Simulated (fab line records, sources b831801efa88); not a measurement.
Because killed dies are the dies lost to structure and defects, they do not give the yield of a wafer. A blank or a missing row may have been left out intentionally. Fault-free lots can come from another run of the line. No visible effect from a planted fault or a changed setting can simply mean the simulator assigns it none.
The same fault as seen by 2 desks / flow sky130 / only its own numbers are on each desk; what lay behind them is given at the end

== THE METROLOGY DESK ==
What the gauges read for every lot (on any tool): the sampled wafers with a number, averaged. Any lot whose mean is over 4 standard deviations away from the usual mean is out of limits and marked OUT; that distance is given in the brackets.
Columns: A = SD_N_OVL at SKY_SD_N_OVL_MEAS_08, usual 0.1 nm; B = SD_N_RS at SKY_SD_N_RS_MEAS_16, usual 68.46 ohm/sq; C = SD_P_RS at SKY_SD_N_RS_MEAS_17, usual 146.9 ohm/sq; D = cd-nm at SKY_LI_CONTACT_CD_MEAS_12, usual 170.0 nm
lot=L613; first seen here=day 27 23:24; A=0.7; B=68.44; C=146.5; D=168.0
lot=L615; first seen here=day 28 18:19; A=1.5; B=68.59; C=147.0; D=169.7
lot=L617; first seen here=day 29 10:01; A=1.1; B=68.79; C=147.5; D=169.8
lot=L620; first seen here=day 30 02:07; A=-0.5; B=68.35; C=146.4; D=171.1
lot=L623; first seen here=day 31 07:27; A=-0.2; B=74.59 (+51) OUT; C=185.6 (+90) OUT; D=171.5
lot=L625; first seen here=day 32 01:25; A=0.5; B=74.75 (+52) OUT; C=185.5 (+90) OUT; D=170.1
lot=L628; first seen here=day 32 21:34; A=-2.7; B=68.41; C=146.9; D=170.6
lot=L632; first seen here=day 34 05:06; A=-0.7; B=68.59; C=147.3; D=167.2
lot=L633; first seen here=day 34 11:58; A=-0.2; B=68.49; C=147.3; D=169.0
lot=L634; first seen here=day 34 21:22; A=-1.2; B=68.42; C=146.3; D=170.6
lot=L635; first seen here=day 34 23:07; A=0.6; B=68.48; C=146.7; D=171.0
lot=L636; first seen here=day 35 03:40; A=2.5; B=68.50; C=147.1; D=168.3
This desk finds L623, L625 out of limits, with the earliest case on L623 at day 31 08:10 (SD_N_RS at SKY_SD_N_RS_MEAS_16). Within limits: L613, L615, L617, L620, L628, L632, L633, L634, L635, L636.

== DESK OF THE TOOL OWNER: rtp-anneal-01 ==
Per lot that ran on this tool, the mean of the sampled wafers carrying a number, from the tool's own readings at SKY_SD_N_RTA_14 (time 2 s). Any lot whose mean is over 4 standard deviations away from the usual mean is out of limits and marked OUT; that distance is given in the brackets.
Columns: A = lamp-power-pct at SKY_SD_N_RTA_14, usual 15.74 %; B = wafer_temp_C_max at SKY_SD_N_RTA_14, usual 1077.9
lot=L613; first seen here=day 27 23:57; A=15.77; B=1077.8
lot=L615; first seen here=day 28 18:51; A=15.76; B=1078.4
lot=L620; first seen here=day 30 02:40; A=15.79; B=1078.5
lot=L623; first seen here=day 31 08:00; A=14.29 (-25) OUT; B=1077.6
lot=L625; first seen here=day 32 01:58; A=14.29 (-25) OUT; B=1077.2
lot=L633; first seen here=day 34 12:31; A=15.68; B=1077.0
lot=L635; first seen here=day 34 23:39; A=15.73; B=1078.9
This desk's finding: out of limits on L623, L625; first on L623, day 31 08:00 (lamp-power-pct at SKY_SD_N_RTA_14). Within limits: L613, L615, L620, L633, L635.

== BROUGHT TOGETHER ==
The tool owner's desk had the chance to raise an alarm at day 31 08:00 on L623, L625.
At day 31 08:10 the metrology desk could have sounded an alarm, on L623, L625.
On rtp-anneal-01, each named lot ran SKY_SD_N_RTA_14.

== WHAT THE SIMULATOR HAD INSERTED ==
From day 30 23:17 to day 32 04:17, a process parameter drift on rtp-anneal-01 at SKY_SD_N_RTA_14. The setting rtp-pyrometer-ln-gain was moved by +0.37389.
Lots struck among those shown: L623, L625.
Delay (hours) between the fault's onset and each desk's first out-of-limits reading: 9 at the tool owner's desk, 9 at the metrology desk.
